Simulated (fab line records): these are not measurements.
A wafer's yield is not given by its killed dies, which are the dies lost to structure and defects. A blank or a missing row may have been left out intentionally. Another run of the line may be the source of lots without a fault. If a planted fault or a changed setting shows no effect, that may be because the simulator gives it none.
Problem report in the 8D (eight disciplines) form, filled by code :: flow gf180mcu :: the parts of the form that need people (team, actions taken, sign-off) are left out

== 1. THE PROBLEM ==
Mean POLY_GATE_OXIDATION_THK at GF_POLY_GATE_THK_MEAS_17: 3.02 nm over 9 wafers in 3 lots; fault-free wafers: 4.02 nm, standard deviation 0.078. That puts it -13 standard deviations away from the usual mean.
The first sign was on wafer L106.1 at day 12 20:48, on film-metro-02. At this step, 36 wafers from 12 lots have a number in the record. Rule for "out", or "out of limits": more than 4 standard deviations from the usual mean. Any other wafer with a number is counted as sound.

== 2. WHAT IT IS; WHAT IT IS NOT ==
question: which readings at this step
is: POLY_GATE_OXIDATION_THK
is not: -

question: which lots
is: L106, L107, L108
is not: L104, L112, L114, L115, L117, L994, L996, L997, L998

question: which wafers of those lots
is: all that have a number
is not: -

question: read on which gauges
is: film-metro-02, film-metro-04
is not: film-metro-01

question: when
is: from day 12 20:48
is not: up to then (15 sound wafers); but 12 sound wafers of L112, L114, L115, L117 came after

== 3. SUSPECTS, AND WHAT RULES EACH OUT ==
Counting: a tool at any process step up to the reading remains a suspect when it ran all the lots that are out and ran no sound lot after the first of those.
- the gauge at GF_POLY_GATE_THK_MEAS_17: ruled out. 2 gauges (film-metro-02, film-metro-04) read the wafers that are out.
- furnace-02 at GF_POLY_GATE_OXIDATION_16 (stabilise 600 s, purge 300 s, target thk 4 nm): kept. It processed each lot that is out, first L106 at day 12 19:33, and no sound lot thereafter; up to then, the last sound lot it processed was L104 at day 12 05:27. Its own readings are out on those wafers: spike-tc-bottom-C, spike-tc-centre-C, spike-tc-lower-C, spike-tc-top-C, spike-tc-upper-C.
Left after counting: furnace-02 at GF_POLY_GATE_OXIDATION_16.

== 4. THE CAUSE (what the simulator had put in) ==
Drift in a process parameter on furnace-02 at GF_POLY_GATE_OXIDATION_16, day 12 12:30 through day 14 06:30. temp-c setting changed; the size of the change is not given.
Only this tool survived the counting.

== 5. THE EFFECT CHAIN, in route order ==
Each row: a reading whose mean over the struck wafers that have a number lies more than 3 standard deviations from the usual. Only readings for which the record gives a usual standard deviation are gone through. hours: the time from each lot's start at the first step in this table that gives one to its start at this step, as a median over the lots. sigmas: the change in usual standard deviations.
hours: 0
step: GF_POLY_GATE_OXIDATION_16
reading: spike-tc-bottom-C
usual: 868.5 C
on struck wafers: 847.3
change: -21.2
sigmas: -16

hours: 0
step: GF_POLY_GATE_OXIDATION_16
reading: spike-tc-centre-C
usual: 851.5 C
on struck wafers: 829.3
change: -22.2
sigmas: -22

hours: 0
step: GF_POLY_GATE_OXIDATION_16
reading: spike-tc-lower-C
usual: 850.0 C
on struck wafers: 828.4
change: -21.6
sigmas: -13

hours: 0
step: GF_POLY_GATE_OXIDATION_16
reading: spike-tc-top-C
usual: 867.3 C
on struck wafers: 844.4
change: -22.9
sigmas: -16

hours: 0
step: GF_POLY_GATE_OXIDATION_16
reading: spike-tc-upper-C
usual: 850.0 C
on struck wafers: 827.9
change: -22.1
sigmas: -24

hours: 0
step: GF_POLY_GATE_OXIDATION_16
reading: zone-power-centre-pct
usual: 17.79 %
on struck wafers: 16.88
change: -0.91
sigmas: -3.5

hours: 1
step: GF_POLY_GATE_THK_MEAS_17
reading: POLY_GATE_OXIDATION_THK
usual: 4.02 nm
on struck wafers: 3.02
change: -1.00
sigmas: -13
The process steps in it:
- GF_POLY_GATE_OXIDATION_16: stabilise 600 s, purge 300 s, target thk 4 nm.
At these later measuring or inspecting steps, every struck wafer for which the step has a row has a number for every such reading, and none has moved that far: GF_V1_THK_MEAS_25.

== 6. HOW IT WOULD HAVE BEEN CAUGHT EARLIER ==
The first out-of-limits reading at a measuring or inspecting step in this record came at day 12 20:48, 8 hours after the fault's start at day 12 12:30.
The tool's own readings at GF_POLY_GATE_OXIDATION_16 were out on every struck wafer that the step has a row for (spike-tc-bottom-C, spike-tc-centre-C, spike-tc-lower-C, spike-tc-top-C, spike-tc-upper-C): an alarm limit on them would have fired on the first of those.
L107, L108, from the lots that are out (3), started GF_POLY_GATE_OXIDATION_16 on furnace-02 later than day 12 20:48. A hold on the tool at that time would have spared those 2.
